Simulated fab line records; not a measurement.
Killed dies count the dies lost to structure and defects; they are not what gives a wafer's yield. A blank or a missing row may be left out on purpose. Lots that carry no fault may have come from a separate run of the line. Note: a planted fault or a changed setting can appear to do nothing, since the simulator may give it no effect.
The tool behind it: which one?    flow gf180mcu    38 wafers from 13 lots sampled at 5 of the route's 602 steps

## WHAT EACH GAUGE READ, for each wafer
GF_HV_LDD_CD_MEAS_07: the cd target is 400 nm. Usual: cd_nm 400.5 nm, standard deviation 2.1.
lot   measured      on         cd_nm (nm)               flag
L699  day 9 23:56   cd_sem-02  401.7 399.3 400.8        
L700  day 10 06:59  cd_sem-02  400.9 401.9 402.0        
L701  day 10 14:24  cd_sem-02  401.7 402.5 400.9        
L703  day 11 05:05  cd_sem-02  398.4 397.1 397.4        
L704  day 11 13:17  cd_sem-02  400.7 401.4 399.5        
L705  day 11 18:13  cd_sem-01  402.2 401.6 403.4        
L706  day 12 03:41  cd_sem-01  401.0 402.9 398.4        
L707  day 12 12:54  cd_sem-01  402.3 400.7 400.0        
L708  day 12 22:44  cd_sem-02  402.0 402.1 401.4        
L714  day 14 15:15  cd_sem-01  414.7 405.0 414.8 405.1  OFF
L719  day 16 02:34  cd_sem-01  400.4 401.7 400.5        
L720  day 16 08:35  cd_sem-01  396.0 397.7 397.4        
L722  day 17 04:20  cd_sem-02  400.5 401.1 401.6        

GF_HV_LDD_OVL_MEAS_32. Usual: HV_LDD_02_OVL typically reads 0.2 nm, with standard deviation 1.4.
lot   measured      on          HV_LDD_02_OVL (nm)  flag
L699  day 11 12:50  overlay-01  -1.7 0.0 -1.4       
L700  day 11 20:38  overlay-02  -0.6 0.8 -3.6       
L701  day 12 03:38  overlay-01  0.3 0.2 -0.5        
L703  day 12 20:02  overlay-01  1.1 1.5 0.3         
L704  day 13 03:44  overlay-02  1.9 1.2 2.0         
L705  day 13 10:11  overlay-01  1.9 1.1 0.5         
L706  day 13 19:54  overlay-02  2.4 2.4 3.3         
L707  day 14 04:48  overlay-02  -0.3 0.7 1.1        
L708  day 14 15:27  overlay-01  1.3 -0.7 -0.1       
L714  day 16 11:34  overlay-01  3.2 2.8             
L719  day 18 00:46  overlay-01  0.4 0.5 -0.7        
L720  day 18 07:50  overlay-02  -2.1 -0.6 -1.4      
L722  day 19 03:53  overlay-02  -2.0 0.3 -1.8       

## EACH LOT AND THE TOOL THAT RAN IT (in order: tool; ch and the chambers of the sampled wafers; start)
lot   GF_VT_IMPLANT_RTA_45              GF_POLY_GATE_ETCH_12                GF_HV_LDD_DEVELOP_06
L699  rtp_anneal-01 ch 0, day 7 13:30   rie_diel-03 ch 1,2,3, day 9 04:58   litho_track-02 ch 0, day 9 23:48
L700  rtp_anneal-01 ch 0, day 7 19:32   rie_diel-02 ch 1,2, day 9 11:19     litho_track-01 ch 0, day 10 06:50
L701  rtp_anneal-01 ch 0, day 8 04:13   rie_diel-03 ch 0,1, day 9 19:23     litho_track-01 ch 0, day 10 14:15
L703  rtp_anneal-02 ch 0, day 8 15:11   rie_diel-04 ch 0,1,3, day 10 07:34  litho_track-02 ch 0, day 11 04:57
L704  rtp_anneal-02 ch 0, day 8 22:20   rie_diel-04 ch 0,1,3, day 10 16:38  litho_track-01 ch 0, day 11 13:08
L705  rtp_anneal-01 ch 0, day 9 05:34   rie_diel-02 ch 1,3, day 10 22:55    litho_track-03 ch 0, day 11 18:04
L706  rtp_anneal-02 ch 0, day 9 10:01   rie_diel-04 ch 0,1,2, day 11 05:02  litho_track-02 ch 0, day 12 03:30
L707  rtp_anneal-02 ch 0, day 9 22:02   rie_diel-02 ch 0,2, day 11 15:40    litho_track-01 ch 0, day 12 12:45
L708  rtp_anneal-01 ch 0, day 10 05:01  rie_diel-04 ch 0,1,3, day 12 01:53  litho_track-01 ch 0, day 12 22:35
L714  rtp_anneal-02 ch 0, day 11 21:05  rie_diel-03 ch 0,1, day 13 17:14    litho_track-03 ch 0, day 14 15:07
L719  rtp_anneal-01 ch 0, day 13 04:54  rie_diel-02 ch 0,1,2, day 15 03:31  litho_track-02 ch 0, day 16 02:25
L720  rtp_anneal-02 ch 0, day 13 08:37  rie_diel-02 ch 0,1, day 15 07:44    litho_track-01 ch 0, day 16 08:26
L722  rtp_anneal-01 ch 0, day 14 02:56  rie_diel-04 ch 0,3, day 16 04:08    litho_track-01 ch 0, day 17 04:11
- GF_VT_IMPLANT_RTA_45: time 30 s.
- GF_POLY_GATE_ETCH_12: etches BARC in N2/H2.
- GF_HV_LDD_DEVELOP_06: develop time 60 s.

## AS READ BY THE TOOLS THEMSELVES (means over the sampled wafers that have a number; for cases with no such wafer, the mark the record gives instead)
GF_VT_IMPLANT_RTA_45. Usual: lamp_power_pct 33.0 %, standard deviation 2.9; wafer_temp_C_max 1054.7, standard deviation 1.1.
lot   tool           lamp_power_pct (%)  wafer_temp_C_max  flag
L699  rtp_anneal-01  36.1                1054.7            
L700  rtp_anneal-01  36.1                1055.6            
L701  rtp_anneal-01  36.1                1056.0            
L703  rtp_anneal-02  30.4                1054.6            
L704  rtp_anneal-02  30.4                1055.5            
L705  rtp_anneal-01  36.1                1055.4            
L706  rtp_anneal-02  30.4                1054.2            
L707  rtp_anneal-02  30.4                1055.2            
L708  rtp_anneal-01  36.1                1054.5            
L714  rtp_anneal-02  30.4                1053.8            
L719  rtp_anneal-01  36.1                1055.5            
L720  rtp_anneal-02  30.4                1054.2            
L722  rtp_anneal-01  36.2                1056.1            

GF_POLY_GATE_ETCH_12. Usual: chamber_pressure_mTorr 29.999 mTorr, standard deviation 0.027; drypump_motor_current_A 5.9 A, standard deviation 0.52; oes_product_au 0.735 a.u., standard deviation 0.0042; throttle_valve_pct 13.216 %, standard deviation 0.0096.
lot   tool         chamber_pressure_mTorr (mTorr)  drypump_motor_current_A (A)  oes_product_au (a.u.)  throttle_valve_pct (%)  flag
L699  rie_diel-03  30.001                          5.4                          0.740                  13.214                  
L700  rie_diel-02  29.993                          6.1                          0.734                  13.224                  
L701  rie_diel-03  30.029                          6.5                          0.737                  13.221                  
L703  rie_diel-04  29.985                          5.7                          0.732                  13.223                  
L704  rie_diel-04  30.008                          5.7                          0.735                  13.210                  
L705  rie_diel-02  30.021                          6.2                          0.734                  13.217                  
L706  rie_diel-04  29.990                          6.0                          0.729                  13.211                  
L707  rie_diel-02  29.999                          6.3                          0.736                  13.220                  
L708  rie_diel-04  30.012                          5.8                          0.737                  13.218                  
L714  rie_diel-03  30.003                          6.4                          0.732                  13.213                  
L719  rie_diel-02  30.021                          6.2                          0.733                  13.224                  
L720  rie_diel-02  29.981                          6.1                          0.737                  13.215                  
L722  rie_diel-04  29.995                          5.5                          0.734                  13.217                  

GF_HV_LDD_DEVELOP_06. Usual: resist_line_temp_C 22.98 C, standard deviation 0.12.
lot   tool            resist_line_temp_C (C)  flag
L699  litho_track-02  22.98                   
L700  litho_track-01  22.92                   
L701  litho_track-01  23.09                   
L703  litho_track-02  22.84                   
L704  litho_track-01  22.97                   
L705  litho_track-03  23.19                   
L706  litho_track-02  22.96                   
L707  litho_track-01  22.89                   
L708  litho_track-01  22.97                   
L714  litho_track-03  22.92                   
L719  litho_track-02  23.04                   
L720  litho_track-01  22.95                   
L722  litho_track-01  22.91                   

## THE ANSWER, worked out from the rows above alone
Rule: a lot is off if the mean of its wafers that have a number lies more than 3 standard deviations from the usual mean. Also off: a lot with no number at a reading for which 4 or more lots have one. Where the step has rows for the other lots, those lots are counted as sound. Order of review: gauges by route order, followed by the tools' own readings, for which a lot's mean as printed above is used. At the first step where some lot is off, the reading lying furthest off is the one used; lots without a number count as furthest.
Off, at GF_HV_LDD_CD_MEAS_07 on cd_nm: L714.
A tool fits if, at a process step before that reading, it ran every lot that is off, and no sound lot after the first of them. Gauges at GF_HV_LDD_CD_MEAS_07: tried the same way as those tools. Can't be told from this: 2 tools fit, rie_diel-03 at GF_POLY_GATE_ETCH_12, litho_track-03 at GF_HV_LDD_DEVELOP_06.

## WHAT HAD BEEN PUT IN BY THE SIMULATOR
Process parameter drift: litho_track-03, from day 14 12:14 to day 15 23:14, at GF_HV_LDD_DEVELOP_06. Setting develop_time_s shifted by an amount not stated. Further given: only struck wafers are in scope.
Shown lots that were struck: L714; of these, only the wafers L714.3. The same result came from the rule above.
